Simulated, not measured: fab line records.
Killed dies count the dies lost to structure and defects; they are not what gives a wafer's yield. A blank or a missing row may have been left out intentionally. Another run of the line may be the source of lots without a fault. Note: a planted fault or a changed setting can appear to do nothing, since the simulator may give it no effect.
Comparing a struck lot with a sound one / flow sfq line / 13 out of 325 route steps
Sound: these wafers, L844.2, L844.4, L844.6. Struck: wafer L855.1. (L855.3, L855.4 of the same lot were not struck and are left out.) The cause comes at the end.
Order at every step that has rows: each side's tool, ch and its chambers, its first start. Under that, the readings that differ: sound wafers / struck wafers / difference of the means / sigmas: that difference in standard deviations of wafers without a fault.
alike: readings with means less than 2 such deviations apart, plus words and numbers identical on both sides. not compared: withheld readings, readings lacking a value on some wafer, bounds such as >300 that could conceal the same value, and numbers that have no deviation in the record and whose values overlap.
A row with sigmas, a row that says differs or no value, or rows on one side alone: a step with any of these is where the two part. Numbers that have no deviation but don't overlap get no sigmas and don't part them. Lack of a reading on every wafer of one side parts them only where that side has two or more wafers.

first, 1 step without rows for these wafers: SFQ_TRILAYER_M2_DEP_PRE_CLEAN_056 (time 22.5 s).
SFQ_TRILAYER_M2_DEP_SPUTTER_055: material Nb, target thk 200 nm, time 133.3 s.
  sound on pvd sputter-04 at day 24 00:11; struck on pvd sputter-03 at day 29 12:14
reading=throttle valve pct (%); sound=30.2 28.7 30.5; struck=31.6; difference=+1.8; sigmas=+2
SFQ_M2_RS_MEAS_914: uses a four-point probe to measure.
  sound on film metro-03 at day 24 00:18; struck on film metro-03 at day 29 12:26
  alike: M2_NB_RS
then, 6 steps without rows for these wafers: SFQ_TRILAYER_M2_LITHO_COAT_062 (resist thk 62 nm); SFQ_TRILAYER_M2_LITHO_COAT_057 (resist thk 600 nm); SFQ_TRILAYER_M2_LITHO_SOFTBAKE_061; SFQ_TRILAYER_M2_LITHO_EXPOSE_058 (exposes mask M2, target cd 500 nm); SFQ_TRILAYER_M2_LITHO_PEB_060 (peb time 60 s); SFQ_TRILAYER_M2_LITHO_DEVELOP_059 (time 60 s).
SFQ_M2_OVL_MEAS_916:
  sound on overlay-02 at day 24 03:36; struck on overlay-02 at day 29 15:09
  alike: M2_OVL
SFQ_TRILAYER_M2_BARC_OPEN_METAL_ETCH_077: etches BARC in O2, target depth 125 nm, time 41.7 s.
  sound on rie metal-01 ch 0,1, day 24 03:38; struck on rie metal-03 ch 0, day 29 15:11
reading=he backside leak sccm (sccm); sound=3.99 3.68 4.35; struck=3.48; difference=-0.53; sigmas=-2
  alike: bias w, drypump motor current A, oes product au, run length s
  not compared: rf hours counter h
SFQ_TRILAYER_M2_ETCH_METAL_ETCH_060: etches Nb in Cl2/Ar, stops on SiO2, target depth 240 nm, time 120 s.
  sound on rie metal-01 ch 0,1, day 24 03:41; struck on rie metal-03 ch 0, day 29 15:14
reading=oes product au (a.u.); sound=0.897 0.901 0.898; struck=0.965; difference=+0.066; sigmas=+10
reading=run length s (s); sound=147.9 147.8 147.9; struck=139.7; difference=-8.2; sigmas=-12
reading=model.KrF_of_TRILAYER_M2_LITHO_COAT_057.thk nm (nm); sound=383 385 382.2; struck=389.5; difference=+6.1; sigmas=
  alike: drypump motor current A, he backside leak sccm
  not compared: bias w, rf hours counter h
SFQ_TRILAYER_M2_STRIP_STRIP_061: strips in O2.
  sound on rie metal-01 ch 0,1, day 24 03:49; struck on rie metal-03 ch 0, day 29 15:22
  alike: drypump motor current A, he backside leak sccm, oes product au
  not compared: rf hours counter h

== WHERE THEY PART ==
At SFQ_TRILAYER_M2_DEP_SPUTTER_055 first; at SFQ_TRILAYER_M2_ETCH_METAL_ETCH_060 last (within this record only). Later steps at which nothing parts them and some readings are alike: SFQ_TRILAYER_M2_STRIP_STRIP_061.

WHY: whatever the simulator had introduced
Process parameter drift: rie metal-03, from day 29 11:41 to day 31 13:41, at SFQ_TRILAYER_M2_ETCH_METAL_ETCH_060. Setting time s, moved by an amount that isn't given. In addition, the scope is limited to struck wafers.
